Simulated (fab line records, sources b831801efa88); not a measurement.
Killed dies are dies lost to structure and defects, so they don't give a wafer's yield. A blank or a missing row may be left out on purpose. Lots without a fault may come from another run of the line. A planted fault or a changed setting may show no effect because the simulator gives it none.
A struck lot beside a sound one | flow sky130 | 29 steps out of a route of 708
Sound: wafers L833.1, L833.3, L833.6. Struck: wafers L825.3, L825.4, L825.5. The cause comes at the end.
At each step with rows: each side's tool, then ch and its chambers, then its first start. Under that, the readings that differ: sound wafers | struck wafers | difference of the means | sigmas: that difference in standard deviations of wafers without a fault.
alike: readings whose means differ by less than 2 such deviations, and words and numbers that are the same on both sides. not compared: withheld readings, readings that some wafer has no value for, bounds like >300 that may hide the same value, and numbers for which the record gives no deviation and whose values overlap.
The two part at a step that has a row with sigmas, a row that says differs or no value, or rows on one side only. Numbers that don't overlap but have no deviation are shown without sigmas and don't part them. A reading that every wafer of one side lacks parts them only if that side has two wafers or more.

first, 9 steps without rows for these wafers: SKY_METAL1_DEVELOP_14 (develop time 60 s); SKY_METAL1_DESCUM_17 (chemistry O2, time 8 s); SKY_METAL1_ETCH_18 (etches BARC in N2/H2, stops on SiO2, time 45.9 s, target depth 60 nm); SKY_METAL1_METAL_ETCH_19 (etches the open film in Cl2/BCl3, stops on SiO2, target depth 360 nm, time 78 s); SKY_METAL1_STRIP_20 (strips in O2/N2); SKY_METAL1_STRIP_21 (strips in post etch residue remover, time 1200 s); SKY_METAL1_CLEAN_22 (cleans in IPA, time 180 s); SKY_METAL1_CLEAN_23 (cleans in O3/DIW); SKY_VIA1_HDPCVD_00 (deposits SiO2, target thk 1030 nm, time 171.7 s).
SKY_VIA1_CMP_02: polishes SiO2.
  sound on cmp-01 ch 0,1,2, day 39 08:50; struck on cmp-01 ch 0,1,2, day 36 09:28
  no value came back on the struck wafers for edge_zone_pressure_frac, head_pressure_psi (psi), motor_current_A (A), slurry_flow_ml_min; on the sound wafers edge_zone_pressure_frac reads 1.009 0.999 1.001
  reading                                  | sound           | struck         | difference | sigmas
  model.SiO2_of_VIA1_HDPCVD_00.thk_nm (nm) | 345.7 344.3 346 | 1039 1036 1044 | +694       |
SKY_VIA1_BOW_MEAS_03:
  sound on film_metro-03, day 39 09:02; struck on film_metro-03, day 36 09:49
  reading       | sound    | struck      | difference | sigmas
  VIA1_BOW (um) | 83 73 70 | 101 115 111 | +34        | +6
then, 9 steps without rows for these wafers: SKY_VIA1_DEHYDRATE_04 (time 60 s); SKY_VIA1_HMDS_05 (prime time 60 s); SKY_VIA1_COAT_06 (resist thk 60 nm); SKY_VIA1_COAT_07 (resist thk 450 nm); SKY_VIA1_SOFTBAKE_08 (time 90 s); SKY_VIA1_EXPOSE_09 (exposes mask VIM, target cd 150 nm); SKY_VIA1_PEB_10; SKY_VIA1_DEVELOP_11 (develop time 60 s); SKY_VIA1_ETCH_14 (etches BARC in N2/H2, stops on SiO2, time 45.9 s, target depth 60 nm).
SKY_VIA1_ETCH_15: etches SiO2 in C4F8/O2/Ar, stops on TiN, target depth 351 nm, time 52.16 s.
  sound on rie_diel-03 ch 0,1, day 40 09:11; struck on rie_diel-04 ch 1,3, day 37 12:14
  reading               | sound             | struck            | difference | sigmas
  oes_product_au (a.u.) | 0.986 0.998 0.994 | 1.624 1.634 1.633 | +0.638     | +85
  not compared: rf_hours_counter_h
then, 6 steps without rows for these wafers: SKY_VIA1_STRIP_16 (strips in O2/N2); SKY_VIA1_STRIP_17 (strips in post etch residue remover, time 1200 s); SKY_VIA1_CLEAN_18 (cleans in IPA, time 180 s); SKY_VIA1_CLEAN_19 (cleans in O3/DIW); SKY_VIA1_SPUTTER_20 (material TiN, target thk 20 nm, time 80 s); SKY_VIA1_CVD_21 (deposits W, target thk 270 nm, time 80.902 s).
SKY_VIA1_CMP_24: polishes, stops on SiO2, t overpolish 15 s, target thk 0 nm.
  sound on cmp-02 ch 0,1, day 40 10:13; struck on cmp-01 ch 0,2, day 37 13:17
  reading                                  | sound             | struck         | difference | sigmas
  model.SiO2_of_VIA1_HDPCVD_00.thk_nm (nm) | 342.5 341.1 342.8 | 1036 1033 1041 | +695       |
  alike: edge_zone_pressure_frac, head_pressure_psi, motor_current_A, slurry_flow_ml_min
-- the record jumps here: 11 days lie between the struck wafers' starts before and after (it left off in module VIA1 and takes up again in module PAD_OPEN, whose first step shown is number 708 of the route) --
SKY_PAD_OPEN_PROBE_99:
  the record has rows for the struck wafers here (prober-02, day 48 13:34) and none for the sound ones

WHERE THEY PART
First at SKY_VIA1_CMP_02; last, within this record, at SKY_PAD_OPEN_PROBE_99.

WHY: what the simulator had put in
Skipped step whole: cmp-01, from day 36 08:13 on, at SKY_VIA1_CMP_02. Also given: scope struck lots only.
